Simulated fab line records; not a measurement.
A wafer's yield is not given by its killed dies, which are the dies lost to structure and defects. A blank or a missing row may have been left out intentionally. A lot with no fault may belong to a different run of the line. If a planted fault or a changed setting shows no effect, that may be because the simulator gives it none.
What tool caused it? -- flow gf180mcu -- at 1 step of a route of 602, 11 lots with 33 wafers sampled

## WHAT THE GAUGES READ, wafer by wafer
GF_V3_CD_MEAS_14: target cd 260 nm.
lot,measured,on,cd-nm (nm)
L163,day 23 00:26,cd-sem-01,258.2 258.7 258.7
L164,day 23 10:40,cd-sem-02,257.4 258.7 257.5
L165,day 23 14:31,cd-sem-01,259.1 259.5 259.9
L167,day 24 09:31,cd-sem-02,258.3 259.2 257.3
L169,day 25 03:03,cd-sem-02,258.8 260.1 259.8
L173,day 26 02:03,cd-sem-02,260.7 260.2 261.3
L176,day 27 07:11,cd-sem-02,262.2 261.3 261.3
L179,day 28 06:36,cd-sem-01,259.5 259.0 258.8
L180,day 28 11:07,cd-sem-01,259.2 260.5 261.9
L184,day 29 18:06,cd-sem-02,259.4 259.5 260.8
L183,day 29 21:22,cd-sem-02,262.0 261.6 260.7

## WHAT TOOL EACH LOT RAN ON (gives the tool, then ch and the chambers of the sampled wafers, and finally the start)
No process step before these readings appears in the record.

## THE ANSWER, worked out from the rows above alone
Rule: what is usual is taken from the lots themselves. The widest of any qualifying gaps counts: lots, ordered by their means at a reading, are off when they make up no more than a third of the lots, leave a main group of 4 or more, and stand apart from it by 3 or more times the standard deviation of that group's means. A main group is skipped when, at the precision printed for the reading in the tables above, its means are all equal. A lot without any number at a reading at which 4 lots or more have one is off too. The other lots that the step has rows for count as sound.
No lot is off at any reading shown: from this, nothing can be told.

## WHAT THE SIMULATOR HAD INSERTED
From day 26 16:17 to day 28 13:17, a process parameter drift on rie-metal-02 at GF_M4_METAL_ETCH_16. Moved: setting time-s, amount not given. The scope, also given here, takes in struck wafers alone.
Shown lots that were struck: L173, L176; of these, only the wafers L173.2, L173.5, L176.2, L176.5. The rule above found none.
